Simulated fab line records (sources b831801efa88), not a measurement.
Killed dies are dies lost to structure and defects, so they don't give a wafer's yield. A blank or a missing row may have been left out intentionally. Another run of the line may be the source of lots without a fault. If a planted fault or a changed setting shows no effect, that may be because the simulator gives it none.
Chamber matching / flow gf180mcu / GF_V1_CMP_04 on cmp-02 has 4 sister chambers
The step polishes SiO2. 20 wafers are shown with their chamber, then 10 later ones without.

EACH WAFER AND ITS CHAMBER
wafer=L074.2; chamber=3; motor-current-A (A)=13.7; time-to-endpoint-s (s)=70; edge-zone-pressure-frac=0.998
wafer=L074.3; chamber=1; motor-current-A (A)=11.4; time-to-endpoint-s (s)=77; edge-zone-pressure-frac=1.009
wafer=L074.5; chamber=2; motor-current-A (A)=12.2; time-to-endpoint-s (s)=74; edge-zone-pressure-frac=1.000
wafer=L078.3; chamber=0; motor-current-A (A)=13.5; time-to-endpoint-s (s)=77; edge-zone-pressure-frac=1.004
wafer=L078.4; chamber=1; motor-current-A (A)=11.7; time-to-endpoint-s (s)=79; edge-zone-pressure-frac=0.992
wafer=L078.6; chamber=0; motor-current-A (A)=12.8; time-to-endpoint-s (s)=76; edge-zone-pressure-frac=1.004
wafer=L080.3; chamber=1; motor-current-A (A)=12.0; time-to-endpoint-s (s)=73; edge-zone-pressure-frac=0.989
wafer=L080.5; chamber=3; motor-current-A (A)=13.4; time-to-endpoint-s (s)=77; edge-zone-pressure-frac=0.987
wafer=L080.6; chamber=2; motor-current-A (A)=11.4; time-to-endpoint-s (s)=79; edge-zone-pressure-frac=0.997
wafer=L084.2; chamber=0; motor-current-A (A)=13.0; time-to-endpoint-s (s)=76; edge-zone-pressure-frac=0.997
wafer=L084.5; chamber=3; motor-current-A (A)=13.6; time-to-endpoint-s (s)=78; edge-zone-pressure-frac=1.007
wafer=L084.6; chamber=0; motor-current-A (A)=13.9; time-to-endpoint-s (s)=81; edge-zone-pressure-frac=1.000
wafer=L087.2; chamber=1; motor-current-A (A)=11.5; time-to-endpoint-s (s)=69; edge-zone-pressure-frac=1.000
wafer=L087.4; chamber=0; motor-current-A (A)=14.0; time-to-endpoint-s (s)=77; edge-zone-pressure-frac=1.008
wafer=L087.6; chamber=0; motor-current-A (A)=13.6; time-to-endpoint-s (s)=77; edge-zone-pressure-frac=0.994
wafer=L089.3; chamber=0; motor-current-A (A)=13.5; time-to-endpoint-s (s)=76; edge-zone-pressure-frac=0.996
wafer=L089.4; chamber=3; motor-current-A (A)=13.8; time-to-endpoint-s (s)=78; edge-zone-pressure-frac=0.998
wafer=L089.6; chamber=3; motor-current-A (A)=13.8; time-to-endpoint-s (s)=79; edge-zone-pressure-frac=1.002
wafer=L090.2; chamber=1; motor-current-A (A)=11.4; time-to-endpoint-s (s)=79; edge-zone-pressure-frac=0.997
wafer=L090.3; chamber=0; motor-current-A (A)=14.3; time-to-endpoint-s (s)=82; edge-zone-pressure-frac=1.001

SIGNATURES (averages over the wafers above)
reading=motor-current-A; chamber 0=13.575; chamber 1=11.600; chamber 2=11.800; chamber 3=13.660; scatter within a chamber=0.391
reading=time-to-endpoint-s; chamber 0=77.75; chamber 1=75.40; chamber 2=76.50; chamber 3=76.40; scatter within a chamber=3.36
reading=edge-zone-pressure-frac; chamber 0=1.00050; chamber 1=0.99740; chamber 2=0.99850; chamber 3=0.99840; scatter within a chamber=0.00622
Rule: distance of a wafer from a chamber = root of the sum over the readings of ((wafer's reading minus chamber's mean) / reading's scatter) squared. If the next closest chamber is less than 2 further off than the closest, the wafer can't be placed; otherwise it belongs to the closest. The scatter: take each reading less its chamber's mean, square it, sum over the shown wafers, divide by the number of wafers less the number of chambers, and take the root.

WAFERS WITHOUT THEIR CHAMBER
wafer=L090.5; motor-current-A (A)=13.3; time-to-endpoint-s (s)=83; edge-zone-pressure-frac=0.998
wafer=L093.4; motor-current-A (A)=13.0; time-to-endpoint-s (s)=90; edge-zone-pressure-frac=1.002
wafer=L093.5; motor-current-A (A)=11.8; time-to-endpoint-s (s)=89; edge-zone-pressure-frac=1.003
wafer=L093.6; motor-current-A (A)=13.8; time-to-endpoint-s (s)=86; edge-zone-pressure-frac=1.002
wafer=L095.2; motor-current-A (A)=11.3; time-to-endpoint-s (s)=76; edge-zone-pressure-frac=1.007
wafer=L095.4; motor-current-A (A)=13.4; time-to-endpoint-s (s)=88; edge-zone-pressure-frac=1.001
wafer=L095.5; motor-current-A (A)=11.8; time-to-endpoint-s (s)=88; edge-zone-pressure-frac=1.005
wafer=L097.3; motor-current-A (A)=13.6; time-to-endpoint-s (s)=76; edge-zone-pressure-frac=0.996
wafer=L097.4; motor-current-A (A)=11.6; time-to-endpoint-s (s)=81; edge-zone-pressure-frac=0.996
wafer=L097.5; motor-current-A (A)=11.7; time-to-endpoint-s (s)=78; edge-zone-pressure-frac=1.008

CHAMBER TAKEN BY EACH
wafer=L090.5; from the rows above=can't be placed: 0 or 3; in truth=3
wafer=L093.4; from the rows above=can't be placed: 0 or 3 or 2 or 1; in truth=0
wafer=L093.5; from the rows above=can't be placed: 2 or 1 or 0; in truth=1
wafer=L093.6; from the rows above=can't be placed: 0 or 3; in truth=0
wafer=L095.2; from the rows above=can't be placed: 1 or 2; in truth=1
wafer=L095.4; from the rows above=can't be placed: 0 or 3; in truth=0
wafer=L095.5; from the rows above=can't be placed: 2 or 1 or 0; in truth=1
wafer=L097.3; from the rows above=can't be placed: 3 or 0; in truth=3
wafer=L097.4; from the rows above=can't be placed: 2 or 1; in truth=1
wafer=L097.5; from the rows above=can't be placed: 2 or 1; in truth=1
0 of 10 placed correctly. Not placeable from these rows: 10 (in 10, the candidates include the true chamber). 0 placed wrongly.
